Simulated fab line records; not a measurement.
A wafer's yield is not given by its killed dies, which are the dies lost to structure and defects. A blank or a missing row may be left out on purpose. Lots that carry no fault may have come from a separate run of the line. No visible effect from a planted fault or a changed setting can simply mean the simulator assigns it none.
What tool caused it? + flow sky130 + Sampling: 12 lots, 36 wafers, 3 of 708 route steps

## WHAT THE GAUGES SHOWED, per wafer
SKY_NWELL_OVL_MEAS_10.
| lot  | measured     | on         | NWELL_00_OVL (nm) |
|------|--------------|------------|-------------------|
| L488 | day 4 21:40  | overlay-02 | 0.4 2.8 1.0       |
| L492 | day 5 17:42  | overlay-01 | -2.0 -0.5 -1.5    |
| L494 | day 6 06:16  | overlay-02 | 1.9 1.7 1.4       |
| L499 | day 7 10:01  | overlay-02 | -1.4 -2.0 -2.6    |
| L502 | day 8 07:03  | overlay-01 | 1.1 -1.0 0.0      |
| L503 | day 8 14:48  | overlay-02 | 1.7 -0.5 -0.5     |
| L505 | day 9 03:04  | overlay-02 | -3.1 -3.9 -2.6    |
| L506 | day 9 05:31  | overlay-01 | -1.7 -3.0 -1.7    |
| L507 | day 9 09:28  | overlay-02 | -1.2 -1.3 -1.2    |
| L508 | day 9 14:10  | overlay-01 | -0.8 -0.5 -1.5    |
| L509 | day 9 21:31  | overlay-02 | -0.4 -0.7 -2.9    |
| L510 | day 10 06:28 | overlay-01 | -1.0 -2.1 -3.4    |

## EACH LOT AND THE TOOL THAT RAN IT (in order: tool; ch and the chambers of the sampled wafers; start)
| lot  | SKY_FIELD_ISO_ETCH_14             | SKY_DNWELL_STRIP_08                 |
|------|-----------------------------------|-------------------------------------|
| L488 | rie_diel-01 ch 0,3, day 2 12:20   | plasma_asher-01 ch 0,1, day 3 12:28 |
| L492 | rie_diel-01 ch 0,1,3, day 3 06:40 | plasma_asher-01 ch 0,1, day 4 06:43 |
| L494 | rie_diel-03 ch 0,1,3, day 3 17:40 | plasma_asher-02 ch 0,1, day 4 18:31 |
| L499 | rie_diel-04 ch 0,2,3, day 4 17:28 | plasma_asher-04 ch 0,1, day 5 19:58 |
| L502 | rie_diel-01 ch 0,1,2, day 5 13:14 | plasma_asher-02 ch 0,1, day 6 14:55 |
| L503 | rie_diel-04 ch 0,1,3, day 5 19:58 | plasma_asher-02 ch 0,1, day 6 22:59 |
| L505 | rie_diel-04 ch 0,1, day 6 01:43   | plasma_asher-04 ch 0,1, day 7 09:10 |
| L506 | rie_diel-01 ch 0,2,3, day 6 06:44 | plasma_asher-04 ch 0,1, day 7 11:46 |
| L507 | rie_diel-01 ch 0,2, day 6 13:34   | plasma_asher-01 ch 0,1, day 7 16:16 |
| L508 | rie_diel-03 ch 1,3, day 6 18:01   | plasma_asher-01 ch 0, day 7 20:01   |
| L509 | rie_diel-04 ch 0,3, day 6 23:38   | plasma_asher-01 ch 0,1, day 8 02:38 |
| L510 | rie_diel-03 ch 1,3, day 7 08:10   | plasma_asher-02 ch 0,1, day 8 12:41 |
- SKY_FIELD_ISO_ETCH_14: etches BARC in N2/H2, stops on SiO2, time 45.9 s, target depth 60 nm.
- SKY_DNWELL_STRIP_08: strips in O2/N2.

## AS READ BY THE TOOLS THEMSELVES (means over the sampled wafers that have a number; for cases with no such wafer, the mark the record gives instead)
SKY_FIELD_ISO_ETCH_14.
| lot  | tool        | drypump_motor_current_A (A) | oes_product_au (a.u.) | throttle_valve_pct (%) |
|------|-------------|-----------------------------|-----------------------|------------------------|
| L488 | rie_diel-01 | 5.8                         | 0.851                 | 13.233                 |
| L492 | rie_diel-01 | 5.9                         | 0.859                 | 13.228                 |
| L494 | rie_diel-03 | 5.6                         | 0.855                 | 13.219                 |
| L499 | rie_diel-04 | 5.7                         | 0.855                 | 13.234                 |
| L502 | rie_diel-01 | 5.8                         | 0.855                 | 13.221                 |
| L503 | rie_diel-04 | 5.4                         | 0.864                 | 13.220                 |
| L505 | rie_diel-04 | 5.3                         | 0.855                 | 13.226                 |
| L506 | rie_diel-01 | 5.7                         | 0.857                 | 13.227                 |
| L507 | rie_diel-01 | 5.5                         | 0.854                 | 13.228                 |
| L508 | rie_diel-03 | 5.4                         | 0.854                 | 13.229                 |
| L509 | rie_diel-04 | 5.5                         | 0.854                 | 13.226                 |
| L510 | rie_diel-03 | 5.5                         | 0.851                 | 13.227                 |

SKY_DNWELL_STRIP_08.
| lot  | tool            | chamber_pressure_mTorr (mTorr) | drypump_motor_current_A (A) | oes_product_au (a.u.) | strip_time_to_endpoint_s (s) |
|------|-----------------|--------------------------------|-----------------------------|-----------------------|------------------------------|
| L488 | plasma_asher-01 | 1500.5                         | 5.5                         | 0.729                 | 36.75                        |
| L492 | plasma_asher-01 | 1500.7                         | 5.4                         | 0.727                 | 36.90                        |
| L494 | plasma_asher-02 | 1500.4                         | 5.8                         | 0.723                 | 36.80                        |
| L499 | plasma_asher-04 | 1499.5                         | 6.1                         | 0.727                 | 37.01                        |
| L502 | plasma_asher-02 | 1499.9                         | 5.8                         | 0.721                 | 36.97                        |
| L503 | plasma_asher-02 | 1500.6                         | 6.3                         | 0.720                 | 36.91                        |
| L505 | plasma_asher-04 | 1499.9                         | 6.1                         | 0.715                 | 36.85                        |
| L506 | plasma_asher-04 | 1499.9                         | 5.7                         | 0.722                 | 36.91                        |
| L507 | plasma_asher-01 | 1499.2                         | 5.4                         | 0.728                 | 36.76                        |
| L508 | plasma_asher-01 | 1500.7                         | 5.3                         | 0.721                 | 36.94                        |
| L509 | plasma_asher-01 | 1500.1                         | 5.4                         | 0.721                 | 36.71                        |
| L510 | plasma_asher-02 | 1500.1                         | 5.8                         | 0.720                 | 36.75                        |

## THE ANSWER, worked out from the rows above alone
Rule: the usual values come from the lots themselves. Put in order of their means at a reading, lots are off if they are a third of the lots or fewer, leave a main group of 4 or more, and stand apart from it by a gap of 3 or more times the standard deviation of the main group's means; of several such gaps the widest counts. If all means in a main group match to the digits the tables above print for the reading, that group is not used. A lot without any number at a reading at which 4 lots or more have one is off too. All remaining lots with rows at the step are treated as sound. The gauges are gone through in route order, then the tools' own readings, and for those a lot's mean is taken as printed above. At the first step where some lot is off, the reading lying furthest off is the one used; lots without a number count as furthest.
Nothing can be told from this: no lot is off at any reading shown.

## WHAT THE SIMULATOR HAD PUT IN
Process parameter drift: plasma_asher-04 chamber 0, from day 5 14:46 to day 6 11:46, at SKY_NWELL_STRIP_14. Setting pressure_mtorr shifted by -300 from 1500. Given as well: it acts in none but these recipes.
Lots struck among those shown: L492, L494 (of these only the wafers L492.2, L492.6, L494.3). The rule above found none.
